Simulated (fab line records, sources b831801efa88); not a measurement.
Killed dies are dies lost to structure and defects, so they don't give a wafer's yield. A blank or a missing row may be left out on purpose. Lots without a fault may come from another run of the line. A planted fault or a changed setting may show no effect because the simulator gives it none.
One fault seen from 2 desks | flow gf180mcu | each desk has only its own numbers; what lay behind them comes last

THE TOOL OWNER'S DESK: implanter-04
The tool's own readings at GF_HV_LDD_IMPLANT_21: means of the sampled wafers that have a number, for each lot that ran on this tool. A lot is out of limits, marked OUT, if its mean lies more than 4 standard deviations from the usual mean; the brackets give that distance.
Columns: A = beam_energy_keV at GF_HV_LDD_IMPLANT_21, usual 25.000
lot  | first seen here | A
L731 | day 11 05:37    | 24.995
L741 | day 14 23:17    | 25.002
L748 | day 16 16:47    | 15.360 (-99 or more) OUT
L749 | day 17 05:53    | 15.364 (-99 or more) OUT
This desk's finding: out of limits on L748, L749; first on L748, day 16 16:47 (beam_energy_keV at GF_HV_LDD_IMPLANT_21). In limits: L731, L741.

THE METROLOGY DESK
What the gauges read, lot by lot, whatever tool the lot ran on: means of the sampled wafers that have a number. A lot is out of limits, marked OUT, if its mean lies more than 4 standard deviations from the usual mean; the brackets give that distance.
Columns: A = NWELL_OVL at GF_NWELL_OVL_MEAS_07, usual -0.3 nm; B = HV_LDD_01_OVL at GF_HV_LDD_OVL_MEAS_20, usual 0.2 nm; C = HV_LDD_2_TW at GF_HV_LDD_TW_MEAS_23, usual 1061
lot  | first seen here | A    | B    | C
L729 | day 3 10:27     | -2.0 | 0.7  | 1074
L730 | day 3 15:10     | -1.1 | 2.8  | 1071
L731 | day 3 18:26     | 0.1  | 0.1  | 1033
L733 | day 4 07:44     | -0.3 | -0.7 | 1070
L734 | day 4 12:35     | -0.7 | -1.2 | 1072
L735 | day 4 16:01     | 0.4  | -1.6 | 1085
L736 | day 4 19:41     | -2.1 | -0.4 | 1035
L737 | day 5 01:38     | 0.5  | 1.1  | 1073
L738 | day 5 08:47     | 0.5  | -0.3 | 1083
L741 | day 5 23:49     | -0.9 | -0.9 | 1067
L745 | day 6 23:02     | -1.1 | 0.6  | 1039
L748 | day 7 14:34     | -0.6 | -0.6 | 903 (-8.3) OUT
L749 | day 7 20:23     | 0.0  | 2.1  | 933 (-6.8) OUT
This desk's finding: out of limits on L748, L749; first on L748, day 16 17:02 (HV_LDD_2_TW at GF_HV_LDD_TW_MEAS_23). In limits: L729, L730, L731, L733, L734, L735, L736, L737, L738, L741, L745.

PUT TOGETHER
The tool owner's desk could have raised an alarm at day 16 16:47, on L748, L749.
The metrology desk could have raised an alarm at day 16 17:02, on L748, L749.
Of the lots named, all ran GF_HV_LDD_IMPLANT_21 on implanter-04.

WHAT THE SIMULATOR HAD PUT IN
Process parameter drift: implanter-04, from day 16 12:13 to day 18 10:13, at GF_HV_LDD_IMPLANT_21. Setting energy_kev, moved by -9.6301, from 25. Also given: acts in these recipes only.
Lots struck among those shown: L748, L749.
Hours from the fault's start to each desk's first reading out of limits: the tool owner's desk, 5; the metrology desk, 5.
